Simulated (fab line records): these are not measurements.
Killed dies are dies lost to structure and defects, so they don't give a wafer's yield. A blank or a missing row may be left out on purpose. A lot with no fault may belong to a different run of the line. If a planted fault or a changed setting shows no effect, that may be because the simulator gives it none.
The tool behind it: which one? ; flow gf180mcu ; 42 wafers from 14 lots sampled at 5 of the route's 602 steps

WHAT THE GAUGES READ, wafer by wafer
GF_HV_LDD_OVL_MEAS_08.
lot;measured;on;HV_LDD_OVL (nm)
L608;day 10 06:20;overlay-02;2.9 1.3 3.1
L610;day 10 22:01;overlay-01;0.2 0.0 -0.5
L611;day 11 06:01;overlay-01;0.7 -0.1 0.5
L612;day 11 19:46;overlay-02;0.7 2.2 0.9
L613;day 11 23:23;overlay-02;1.2 2.1 2.5
L615;day 12 13:49;overlay-02;-1.5 -1.0 -2.5
L616;day 12 22:20;overlay-02;-0.4 2.4 2.0
L618;day 13 10:07;overlay-01;1.2 0.9 2.5
L619;day 13 23:58;overlay-01;1.5 -0.3 -0.8
L621;day 14 10:19;overlay-01;1.8 -0.8 0.5
L624;day 15 04:28;overlay-02;1.3 1.1 2.4
L625;day 15 17:49;overlay-01;-99.1 -99.0 -97.6
L626;day 15 19:49;overlay-01;-97.0 -97.7 -97.2
L630;day 17 02:25;overlay-01;2.2 0.6 1.2

GF_PSD_CD_MEAS_07: the cd target is 400 nm.
lot;measured;on;cd_nm (nm)
L608;day 14 17:19;cd_sem-02;399.3 397.8 398.5
L610;day 15 05:56;cd_sem-01;396.2 399.8 397.5
L611;day 15 16:46;cd_sem-01;394.8 394.5 396.7
L612;day 16 08:45;cd_sem-02;400.9 401.5 403.1
L613;day 16 18:28;cd_sem-02;398.2 400.1 402.7
L615;day 17 02:24;cd_sem-02;396.7 397.7 396.9
L616;day 17 13:47;cd_sem-01;400.2 400.6 399.9
L618;day 18 00:12;cd_sem-02;403.4 402.6 404.2
L619;day 18 17:48;cd_sem-02;402.7 404.6 401.8
L621;day 19 05:33;cd_sem-02;397.2 399.3 397.0
L624;day 20 02:49;cd_sem-01;399.0 401.7 400.2
L625;day 20 14:27;cd_sem-02;401.3 400.5 403.2
L626;day 20 21:01;cd_sem-02;396.7 395.9 395.9
L630;day 22 07:13;cd_sem-02;404.8 403.2 406.2

GF_PSD_RS_MEAS_14: the measuring method here is four-point-probe.
lot;measured;on;NSD_RS (ohm/sq)
L608;day 14 17:55;film_metro-02;46.21 46.22 46.16
L610;day 15 06:32;film_metro-03;46.09 46.17 46.05
L611;day 15 17:23;film_metro-03;46.13 46.04 46.19
L612;day 16 09:21;film_metro-01;46.15 46.10 46.06
L613;day 16 19:04;film_metro-02;46.11 46.13 46.00
L615;day 17 03:01;film_metro-01;46.08 46.14 46.09
L616;day 17 14:23;film_metro-02;46.24 46.27 46.15
L618;day 18 00:48;film_metro-03;46.24 46.13 46.20
L619;day 18 18:24;film_metro-01;46.10 45.99 46.03
L621;day 19 06:09;film_metro-01;46.21 46.06 46.24
L624;day 20 03:25;film_metro-03;46.29 46.29 46.22
L625;day 20 15:03;film_metro-03;46.20 46.12 46.17
L626;day 20 21:37;film_metro-01;46.24 46.23 46.26
L630;day 22 07:49;film_metro-02;46.23 46.39 46.32

GF_SALICIDE_THK_MEAS_05: measures by xrf.
lot;measured;on;SALICIDE_TIN_THK (nm)
L608;day 15 14:34;film_metro-02;20.5 20.8 20.8
L610;day 16 04:14;film_metro-01;20.0 19.9 19.9
L611;day 16 15:47;film_metro-04;20.4 20.0 20.1
L612;day 17 06:22;film_metro-04;20.3 20.0 20.4
L613;day 17 16:29;film_metro-01;19.8 20.3 20.3
L615;day 18 01:22;film_metro-02;20.1 20.2 20.5
L616;day 18 13:29;film_metro-01;19.9 20.7 20.0
L618;day 19 00:58;film_metro-04;19.8 20.2 19.9
L619;day 19 19:01;film_metro-04;20.5 20.5 20.5
L621;day 20 07:07;film_metro-04;20.3 20.4 20.2
L624;day 21 04:59;film_metro-02;20.2 19.9 20.2
L625;day 21 15:16;film_metro-02;19.9 20.1 20.5
L626;day 21 22:52;film_metro-01;19.6 20.5 20.4
L630;day 23 07:32;film_metro-04;20.4 20.4 20.6

WHAT TOOL EACH LOT RAN ON (gives the tool, then ch and the chambers of the sampled wafers, and finally the start)
lot;GF_HV_LDD_EXPOSE_04
L608;iline_stepper-02 ch 0, day 9 21:47
L610;iline_stepper-01 ch 0, day 10 12:24
L611;iline_stepper-02 ch 0, day 10 20:50
L612;iline_stepper-02 ch 0, day 11 09:51
L613;iline_stepper-02 ch 0, day 11 13:59
L615;iline_stepper-01 ch 0, day 12 04:29
L616;iline_stepper-02 ch 0, day 12 12:34
L618;iline_stepper-01 ch 0, day 13 00:13
L619;iline_stepper-01 ch 0, day 13 13:20
L621;iline_stepper-01 ch 0, day 13 23:42
L624;iline_stepper-01 ch 0, day 14 19:17
L625;iline_stepper-02 ch 0, day 15 06:47
L626;iline_stepper-02 ch 0, day 15 08:28
L630;iline_stepper-01 ch 0, day 16 16:29
- GF_HV_LDD_EXPOSE_04: exposes mask Nplus LV AREA, target cd 400 nm.

WHAT THE TOOLS THEMSELVES READ (means of the sampled wafers that have a number; where no wafer has one, the mark that the record gives instead)
The record holds no such reading with a usual standard deviation.

THE ANSWER, worked out from the rows above alone
Rule: the lots themselves supply what counts as usual. The widest of any qualifying gaps counts: lots, ordered by their means at a reading, are off when they make up no more than a third of the lots, leave a main group of 4 or more, and stand apart from it by 3 or more times the standard deviation of that group's means. A main group is skipped when, at the precision printed for the reading in the tables above, its means are all equal. A lot without any number at a reading at which 4 lots or more have one is off too. Any other lot the step has rows for is counted as sound. The gauges are gone through in route order, then the tools' own readings, and for those a lot's mean is taken as printed above. At the first step where some lot is off, the reading lying furthest off is the one used; lots without a number count as furthest.
Off: L625, L626, at GF_HV_LDD_OVL_MEAS_08 (HV_LDD_OVL). The main group: mean 0.9 nm, standard deviation 1.1.
A tool fits if, at a process step before that reading, it ran every lot that is off, and no sound lot after the first of them. The gauges at GF_HV_LDD_OVL_MEAS_08 are tried like those tools. One fits: iline_stepper-02 at GF_HV_LDD_EXPOSE_04. A fault onset in the window from L616 (day 12 12:34, its last sound lot) to L625 (day 15 06:47, its first lot off) fits.

WHAT THE SIMULATOR HAD PUT IN
Scanner matching overlay: iline_stepper-02, from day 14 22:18 on, at GF_HV_LDD_EXPOSE_04. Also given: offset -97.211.
Lots struck among those shown: L625, L626. This agrees with what the rule above found.
